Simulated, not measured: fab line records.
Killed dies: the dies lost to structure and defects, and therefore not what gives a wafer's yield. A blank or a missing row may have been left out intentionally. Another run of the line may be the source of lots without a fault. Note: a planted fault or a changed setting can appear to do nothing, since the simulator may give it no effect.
fab line records -- flow sky130
record lots=4, wafers=12, last_day=49
route steps=708 shown GATE_OXIDE@192 POLY_GATE@204 RES_PROTECT@206 PAD_OPEN@708
lots that met no fault: taken from a fault-free run of the same line
start_h: hours from the record's first day to the start of the lot's first wafer shown -- wait_h: how many hours have passed since the lot's step before this one -- " unchanged from the row above -- L1.1+2: one row covering several wafers at once -- - no value, or no start given -- * or withheld: withheld -- < > ~ a bound
route shown NAME@n: NAME is a module with steps in the file, n the number in the route of the first one -- usual: average and standard deviation across the fault-free wafers -- same: alike in all rows -- chamber/n: place in a boat -- sites: each site's reading -- _std_site: standard deviation across them -- _edge_site: outer sites' mean less inner sites' -- radius_mm: for every site, how far away it sits from the centre of the wafer -- mask NAME#n: copy n -- behind: the most recent tool/chamber to have shaped the wafer -- hold: why the lot was held/for how many hours/how that ended -- device: the transistor (n, p or np) that didn't switch -- end of line: the tests these same wafers got at the end of their route -- a step given without rows: its recipe and nothing more -- killed: dies lost to structure and defects at the first sort, not the wafer's yield -- map: shows each die of a wafer: x if killed, . if not, _ if none is there
set.NAME: the run value of the setting; set.NAME@STEP: its run value at that earlier step -- model.NAME: the simulator's own value behind a step, which no gauge read
lots seen at some steps along the route; tables by step, rows by wafer
services: from which hour (start_h, from the record's first day; less than 0 if before it) a tool's chamber was out of use, for how many hours, and why
## steps
# step SKY_GATE_OXIDE_COAT_05
# recipe resist=NOVOLAK, spin_rpm=3000, resist_thk_nm=1140
# step SKY_GATE_OXIDE_SOFTBAKE_06
# recipe temp_c=90, time_s=60, resist=NOVOLAK
# step SKY_GATE_OXIDE_EXPOSE_07
# recipe mask_id=LVOM, na=0.6, source_shape=conventional, sigma_outer=0.6, polarization=unpolarized, target_cd_nm=600, dose_mj=170
# step SKY_GATE_OXIDE_PEB_08
# recipe temp_c=withheld, time_s=*, resist=NOVOLAK
# step SKY_GATE_OXIDE_DEVELOP_09
# recipe resist=NOVOLAK, developer=TMAH, develop_time_s=60, dev_temp_c=23
# step SKY_GATE_OXIDE_IMPLANT_11
# recipe species=B, energy_kev=10, dose_cm2=2.6e+12, tilt_deg=withheld
# step SKY_GATE_OXIDE_WET_ETCH_12
# recipe chemistry=dHF, target_depth_nm=16.8, dry=n2_spin, target=SiO2, dilution=100:1, temp_c=25, time_s=336
# step SKY_GATE_OXIDE_STRIP_13
# recipe chemistry=O2/N2, power_w=1400, pressure_mtorr=1500, platen_temp_c=withheld, o2_flow_sccm=3000, n2_flow_sccm=300, overash_fraction=0.5
# step SKY_GATE_OXIDE_CLEAN_15
# recipe chemistry=SC1/SC2, mix=1:4:20, temp_c=70, time_s=150, dry=n2_spin
# step SKY_GATE_OXIDE_OXIDATION_16
# recipe temp_c=800, ambient=O2, idle_temp_c=700, ramp_up_c_per_min=10, ramp_down_c_per_min=3, stabilise_s=600, purge_s=300, target_thk_a=35.7, ox_time_s=1915
# step SKY_POLY_GATE_CVD_00
# recipe material=poly-Si, target_thk_nm=180, temp_c=620, time_s=720, pressure_mtorr=200
# usual spike_tc_centre_C=620.4/1, spike_tc_lower_C=621.1/1.4, spike_tc_upper_C=620.2/1.5, zone_power_centre_pct=9.4/0.43, zone_power_lower_pct=8.53/0.18, zone_power_upper_pct=9.1/0.73
lot.wafer,tool,chamber,start_h,wait_h,spike_tc_centre_C,spike_tc_lower_C,spike_tc_upper_C,zone_power_centre_pct,zone_power_lower_pct,zone_power_upper_pct,model.poly-Si_of_POLY_GATE_CVD_00.thk_nm
L189.2,lpcvd-01,1,334.41,0.0,619.6,621.6,621.1,8.9,8.37,9.8,180.2
L189.3,lpcvd-01,1,334.41,0.0,619.4,622.8,622.4,8.9,8.37,9.8,178.9
L189.5,lpcvd-01,1,334.41,0.0,619.9,622.4,621.4,9.2,8.39,9.7,179
L198.1,lpcvd-01,0,409.91,0.0,587.4,624.2,623.5,3.9,11.61,10.8,172.8
L198.4,lpcvd-01,0,409.91,0.0,587.3,624.3,623.6,3.8,11.55,10.7,159.1
L198.6,lpcvd-01,0,409.91,0.0,587.3,624.4,624.4,3.9,11.44,10.9,144.7
L199.2,lpcvd-01,1,417.19,0.0,586.1,625.7,626.6,3.6,11.10,12.9,150.2
L199.3,lpcvd-01,1,417.19,0.0,586.1,625.9,625.8,3.5,11.06,13.0,157.9
L199.6,lpcvd-01,1,417.19,0.0,587.6,626.4,624.9,3.6,11.04,12.7,174.1
L207.1,lpcvd-01,0,487.07,0.0,622.1,618.9,620.7,10.0,8.67,8.2,182.1
L207.2,lpcvd-01,0,487.07,0.0,623.2,619.3,618.5,10.0,8.60,8.2,180.1
L207.4,lpcvd-01,0,487.07,0.0,620.1,620.9,617.4,9.8,8.77,8.2,181.7
# step SKY_POLY_GATE_THK_MEAS_01
# recipe reads=poly-Si_of_POLY_GATE_CVD_00
# usual POLY_GATE_CVD_00_THK=180.8/1.7
lot.wafer,tool,chamber,start_h,wait_h,POLY_GATE_CVD_00_THK[nm]
L189.2,film_metro-04,-,335.62,0.0,180.2
L189.3,film_metro-04,-,335.62,0.0,178.9
L189.5,film_metro-04,-,335.62,0.0,178.8
L198.1,film_metro-01,-,411.11,0.0,172.7
L198.4,film_metro-01,-,411.11,0.0,159.2
L198.6,film_metro-01,-,411.11,0.0,144.8
L199.2,film_metro-01,-,419.00,0.0,150.2
L199.3,film_metro-01,-,419.00,0.0,157.9
L199.6,film_metro-01,-,419.00,0.0,174.1
L207.1,film_metro-01,-,488.27,0.0,181.9
L207.2,film_metro-01,-,488.27,0.0,180.2
L207.4,film_metro-01,-,488.27,0.0,181.8
# step SKY_RES_PROTECT_DEHYDRATE_00
# recipe temp_c=200, time_s=60
# step SKY_RES_PROTECT_HMDS_01
# recipe prime_time_s=60, prime_temp_c=120
# step SKY_RES_PROTECT_COAT_02
# recipe resist=NOVOLAK, spin_rpm=3000, resist_thk_nm=1140
# step SKY_RES_PROTECT_SOFTBAKE_03
# recipe temp_c=90, time_s=60, resist=NOVOLAK
# step SKY_RES_PROTECT_EXPOSE_04
# recipe mask_id=RPM, na=0.6, source_shape=conventional, sigma_outer=0.6, polarization=unpolarized, target_cd_nm=1270, dose_mj=131
# step SKY_RES_PROTECT_PEB_05
# recipe temp_c=withheld, time_s=*, resist=NOVOLAK
# step SKY_RES_PROTECT_DEVELOP_06
# recipe resist=NOVOLAK, developer=TMAH, develop_time_s=60, dev_temp_c=23
# step SKY_POLY_GATE_IMPLANT_02
# recipe species=P, energy_kev=30, dose_cm2=7.7e+15, tilt_deg=0
# step SKY_RES_PROTECT_STRIP_07
# recipe chemistry=O2/N2, power_w=1400, pressure_mtorr=1500, platen_temp_c=withheld, o2_flow_sccm=3000, n2_flow_sccm=300, overash_fraction=0.5
# step SKY_RES_PROTECT_CLEAN_09
# recipe chemistry=SC1/SC2, mix=1:4:20, temp_c=70, time_s=150, dry=n2_spin
lot.wafer,tool,chamber,start_h,wait_h,model.poly-Si_of_POLY_GATE_CVD_00.thk_nm
L189.2,wet_bench-03,0,363.20,0.0,179.6
L189.3,wet_bench-03,0,363.20,0.0,178.2
L189.5,wet_bench-03,0,363.20,0.0,178.3
L198.1,wet_bench-03,1,441.92,0.1,172.1
L198.4,wet_bench-03,1,441.92,0.1,158.4
L198.6,wet_bench-03,1,441.92,0.1,144.1
L199.2,wet_bench-02,1,449.97,0.0,149.5
L199.3,wet_bench-02,1,449.97,0.0,157.3
L199.6,wet_bench-02,1,449.97,0.0,173.4
L207.1,wet_bench-04,3,519.05,0.1,181.5
L207.2,wet_bench-04,3,519.05,0.1,179.5
L207.4,wet_bench-04,3,519.05,0.1,181
# step SKY_POLY_GATE_CVD_03
# recipe material=Si3N4, precursor=DCS/NH3, target_thk_nm=75, temp_c=770, time_s=1290, pressure_mtorr=250
# step SKY_POLY_GATE_DEHYDRATE_05
# recipe temp_c=200, time_s=60
# step SKY_POLY_GATE_HMDS_06
# recipe prime_time_s=60, prime_temp_c=120
# step SKY_POLY_GATE_COAT_07
# recipe resist=BARC, temp_c=withheld, time_s=withheld, spin_rpm=3000, resist_thk_nm=110
# step SKY_POLY_GATE_COAT_08
# recipe resist=KrF-thick, spin_rpm=3000, resist_thk_nm=450
# step SKY_POLY_GATE_SOFTBAKE_09
# recipe temp_c=100, time_s=90, resist=KrF-thick
# step SKY_POLY_GATE_EXPOSE_10
# recipe mask_id=P1M, na=0.68, source_shape=conventional, sigma_outer=0.6, target_cd_nm=150, dose_mj=28
# step SKY_POLY_GATE_PEB_11
# recipe peb_temp_c=withheld, peb_time_s=withheld, resist=KrF-thick
# step SKY_POLY_GATE_DEVELOP_12
# recipe develop_time_s=60, resist=KrF-thick, dev_temp_c=21
# step SKY_POLY_GATE_ETCH_15
# recipe chemistry=N2/H2, target=BARC, ion_energy_ev=200, source_w=500, bias_w=100, pressure_mtorr=30, n2_flow_sccm=100, h2_flow_sccm=200, stop_on=SiO2, time_s=118.5, target_depth_a=1100
# step SKY_POLY_GATE_ETCH_16
# recipe stop_on=poly-Si, chemistry=CH3F/O2, target=Si3N4, source_w=400, bias_w=80, pressure_mtorr=25, ch3f_flow_sccm=40, O2_flow_sccm=30, time_s=147.5, target_depth_a=750
# step SKY_POLY_GATE_ETCH_17
# recipe target_depth_nm=180, stop_on=SiO2, over_etch_frac=0.56667, chemistry=HBr/Cl2, target=poly-Si, icp_w=400, bias_w=100, pressure_mtorr=10, HBr_flow_sccm=150, Cl2_flow_sccm=50, time_s=70.5
# usual drypump_motor_current_A=5.6/0.45, mfc_cl2_sccm=49.99/0.14, oes_product_au=0.989/0.007, throttle_valve_pct=33.685/0.0093
lot.wafer,tool,chamber,start_h,wait_h,drypump_motor_current_A,mfc_cl2_sccm,oes_product_au,rf_hours_counter_h,throttle_valve_pct,model.etch.depth_nm,model.POLY_GATE.feature_depth_nm
L189.2,rie_si-01,1,394.69,0.0,5.0,49.95,0.992,56,33.697,179.6,179.6
L189.3,rie_si-01,3,394.69,0.0,5.5,49.84,0.971,75,33.694,178.2,178.2
L189.5,rie_si-01,2,394.69,0.0,6.1,50.12,0.977,-,33.682,178.3,178.3
L198.1,rie_si-02,0,475.15,0.0,5.9,50.33,0.970,1,33.680,172.1,172.1
L198.4,rie_si-02,1,475.15,0.0,5.2,50.12,0.906,1,33.694,158.4,158.4
L198.6,rie_si-02,0,475.15,0.0,5.9,50.40,0.848,-,33.691,144.1,144.1
L199.2,rie_si-01,1,482.69,0.0,5.0,50.01,0.882,57,33.691,149.5,149.5
L199.3,rie_si-01,3,482.69,0.0,5.5,50.01,0.907,0,33.682,157.3,157.3
L199.6,rie_si-01,1,482.69,0.0,5.0,49.97,0.975,-,33.676,173.4,173.4
L207.1,rie_si-01,3,550.85,0.0,5.5,49.90,0.977,0,33.692,178.3,178.3
L207.2,rie_si-01,2,550.85,0.0,6.1,50.01,0.984,23,33.689,177.6,177.6
L207.4,rie_si-01,0,550.85,0.0,5.1,50.14,0.990,7,33.693,181,181
# step SKY_POLY_GATE_STRIP_18
# recipe chemistry=O2/N2, power_w=1400, pressure_mtorr=1500, platen_temp_c=withheld, o2_flow_sccm=3000, n2_flow_sccm=300, overash_fraction=0.5
# step SKY_PAD_OPEN_PROBE_99
# usual killed_at_M0_to_M3=43/6.8, killed_at_M4_up=3.2/1.8, killed_at_contacts=24/5.2, killed_at_front_end=15/4.2, killed_at_other=0.4/0.62, killed_dies=85/8.7, killed_open=46/6.7, killed_short=39/5.9
# same gross_dies=492, killed_at_back_side=0
lot.wafer,tool,chamber,start_h,wait_h,killed_at_M0_to_M3,killed_at_M4_up,killed_at_contacts,killed_at_front_end,killed_at_other,killed_dies,killed_open,killed_short,model.etest.res_high_po.line_ohm_um,model.etest.res_poly.line_ohm_um,model.etest.tip_sonos.rs_ohm_sq,model.etest.res_high_po.rs_ohm_sq,model.etest.res_poly.rs_ohm_sq,model.etest.cap_li_to_poly.c_af_um2
L189.2,prober-01,-,1093.04,0.1,39,2,20,11,0,72,41,31,729.7,507.8,2758,259.6,48.03,100.5
L189.3,prober-01,-,1093.09,0.2,44,4,23,20,0,91,49,42,764.3,498.6,2793,266.8,48.62,99.43
L189.5,prober-01,-,1093.19,0.2,46,3,28,20,0,97,48,49,756.6,506.9,2779,264.4,48.32,99.46
L198.1,prober-01,-,1139.70,0.1,49,2,27,18,2,98,60,37,770.5,522.9,2618,269.9,50.34,94.54
L198.4,prober-01,-,1139.85,0.2,49,5,26,20,0,100,57,43,854.8,574.4,2531,297.8,54.66,92
L198.6,prober-01,-,1139.95,0.2,38,4,20,20,0,82,44,38,914.8,632.7,2558,325.9,59.97,90.52
L199.2,prober-01,-,1147.37,0.1,46,6,21,13,0,86,45,41,878.9,596.4,2601,309.6,57.12,94.58
L199.3,prober-01,-,1147.42,0.2,33,4,20,18,0,75,32,43,804.9,567.9,2658,281,53.13,93.33
L199.6,prober-01,-,1147.57,0.2,41,4,27,14,0,86,37,49,757.5,530.1,2698,264.1,48.88,96.18
L207.1,prober-01,-,1187.36,0.1,35,3,21,17,0,76,44,32,713.9,490,2659,249.9,46.84,100.4
L207.2,prober-01,-,1187.41,0.1,46,4,23,9,0,82,45,37,718.2,489.3,2607,255.7,47.58,98.02
L207.4,prober-01,-,1187.51,0.2,56,3,23,14,0,96,46,49,720.3,492.3,2617,254.3,47.33,99.06
# killed by level:class
L189.2 VIA2:geometric_particle:open=9 VIA1:geometric_particle:open=8 LOCAL_INTERCONNECT:geometric_particle:short=6 CONTACT:geometric_particle:open=6 METAL2:geometric_particle:short=6 FIELD_ISO:geometric_particle:open=5 VIA3:geometric_particle:open=5 LI_CONTACT:geometric_particle:open=4
L189.3 CONTACT:geometric_particle:open=15 VIA1:geometric_particle:open=9 POLY_GATE:geometric_particle:short=8 VIA3:geometric_particle:open=7 FIELD_ISO:geometric_particle:short=6 METAL2:geometric_particle:short=6 VIA2:geometric_particle:open=5 METAL3:geometric_particle:short=4
L189.5 VIA1:geometric_particle:open=14 POLY_GATE:geometric_particle:open=8 LOCAL_INTERCONNECT:geometric_particle:short=6 CONTACT:geometric_particle:open=6 VIA2:geometric_particle:open=6 VIA3:geometric_particle:short=6 LI_CONTACT:geometric_particle:open=5 CONTACT:geometric_particle:short=5
L198.1 CONTACT:geometric_particle:open=12 LI_CONTACT:geometric_particle:open=10 VIA1:geometric_particle:open=9 VIA3:geometric_particle:open=9 METAL2:geometric_particle:short=6 METAL1:geometric_particle:short=5 VIA2:geometric_particle:open=5 FIELD_ISO:geometric_particle:open=4
L198.4 VIA1:geometric_particle:open=15 CONTACT:geometric_particle:open=10 LI_CONTACT:geometric_particle:open=9 FIELD_ISO:geometric_particle:open=8 METAL2:geometric_particle:short=6 FIELD_ISO:geometric_particle:short=5 VIA1:geometric_particle:short=5 VIA2:geometric_particle:short=5
L198.6 VIA3:geometric_particle:open=9 POLY_GATE:geometric_particle:open=7 CONTACT:geometric_particle:open=7 FIELD_ISO:geometric_particle:short=6 CONTACT:geometric_particle:short=6 LI_CONTACT:geometric_particle:open=5 VIA1:geometric_particle:short=5 VIA1:geometric_particle:open=5
L199.2 METAL1:geometric_particle:short=13 CONTACT:geometric_particle:open=7 LI_CONTACT:geometric_particle:open=6 METAL2:geometric_particle:short=6 POLY_GATE:geometric_particle:open=5 VIA1:geometric_particle:open=5 VIA2:geometric_particle:open=5 VIA3:geometric_particle:open=5
L199.3 CONTACT:geometric_particle:short=7 CONTACT:geometric_particle:open=6 METAL1:geometric_particle:short=5 VIA2:geometric_particle:open=5 FIELD_ISO:geometric_particle:open=4 LOCAL_INTERCONNECT:geometric_particle:short=4 METAL3:geometric_particle:short=4 METAL1:geometric_particle:open=4
L199.6 CONTACT:geometric_particle:open=11 METAL1:geometric_particle:short=11 FIELD_ISO:geometric_particle:short=6 CONTACT:geometric_particle:short=6 VIA1:geometric_particle:open=6 LI_CONTACT:geometric_particle:open=5 LOCAL_INTERCONNECT:geometric_particle:short=4 VIA2:geometric_particle:short=4
L207.1 LI_CONTACT:geometric_particle:open=7 VIA1:geometric_particle:open=7 CONTACT:geometric_particle:open=6 FIELD_ISO:geometric_particle:short=5 POLY_GATE:geometric_particle:open=4 METAL1:geometric_particle:short=4 METAL2:geometric_particle:short=4 VIA2:geometric_particle:short=4
L207.2 VIA3:geometric_particle:open=12 VIA1:geometric_particle:open=10 METAL2:geometric_particle:short=7 LOCAL_INTERCONNECT:geometric_particle:short=6 FIELD_ISO:geometric_particle:short=5 LI_CONTACT:geometric_particle:open=5 CONTACT:geometric_particle:open=5 VIA1:geometric_particle:short=5
L207.4 VIA1:geometric_particle:open=11 VIA1:geometric_particle:short=8 LI_CONTACT:geometric_particle:open=7 VIA3:geometric_particle:short=7 CONTACT:geometric_particle:open=6 VIA2:geometric_particle:open=6 METAL2:geometric_particle:short=6 VIA3:geometric_particle:open=6
## services
tool,chamber,start_h,hours,kind
rie_si-01,-,321.47,4.3,pm
rie_si-02,2,327.09,-,clean
rie_si-02,2,327.09,15.4,scheduled_down
rie_si-02,2,327.09,15.4,vent_cycle
wet_bench-04,-,381.29,0.7,repair
rie_si-02,1,383.63,-,clean
rie_si-02,1,383.63,15.6,scheduled_down
rie_si-02,1,383.63,15.6,vent_cycle
rie_si-02,-,406.14,0.4,repair
rie_si-01,3,412.00,-,clean
rie_si-01,3,412.00,23.1,scheduled_down
rie_si-01,3,412.00,23.1,vent_cycle
wet_bench-03,-,425.42,2.7,repair
rie_si-01,1,493.40,-,clean
rie_si-01,1,493.40,24.9,scheduled_down
rie_si-01,1,493.40,24.9,vent_cycle
## key
first_sign step=SKY_POLY_GATE_CVD_00, reading=spike_tc_centre_C, direction=down, sigmas=33, usual=620.4, struck=587.0
effect step=SKY_POLY_GATE_CVD_00, reading=zone_power_lower_pct, direction=up, sigmas=15, usual=8.53, struck=11.30
effect step=SKY_POLY_GATE_THK_MEAS_01, reading=POLY_GATE_CVD_00_THK, direction=down, sigmas=12, usual=180.8, struck=159.8
effect step=SKY_POLY_GATE_ETCH_17, reading=oes_product_au, direction=down, sigmas=11, usual=0.989, struck=0.915
model_effect step=SKY_POLY_GATE_CVD_00, value=poly-Si_of_POLY_GATE_CVD_00.thk_nm, without=181.9, struck=159.8
model_effect step=SKY_RES_PROTECT_CLEAN_09, value=poly-Si_of_POLY_GATE_CVD_00.thk_nm, without=181.3, struck=159.1
model_effect step=SKY_POLY_GATE_ETCH_17, value=etch.depth_nm, without=180, struck=159.1
model_effect step=SKY_PAD_OPEN_PROBE_99, value=etest.res_high_po.line_ohm_um, without=735.9, struck=830.2
met_at SKY_POLY_GATE_CVD_00
struck_wafers L198.1,L198.4,L198.6,L199.2,L199.3,L199.6
tester_left_out L198,L199
onset_between 334.41 409.91
fault kind=process_parameter_drift, tool=lpcvd-01, chamber=-, onset_h=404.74, steps=SKY_POLY_GATE_CVD_00, channel=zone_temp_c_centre, offset=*, shape=step, end_h=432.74
# tester_left_out: of these lots the tester's yield and bins aren't shown, on N5 and GAA mostly nor the transistor test; their killed dies are dies lost to structure and defects alone, not to doping, threshold or leakage, so they don't give the yield
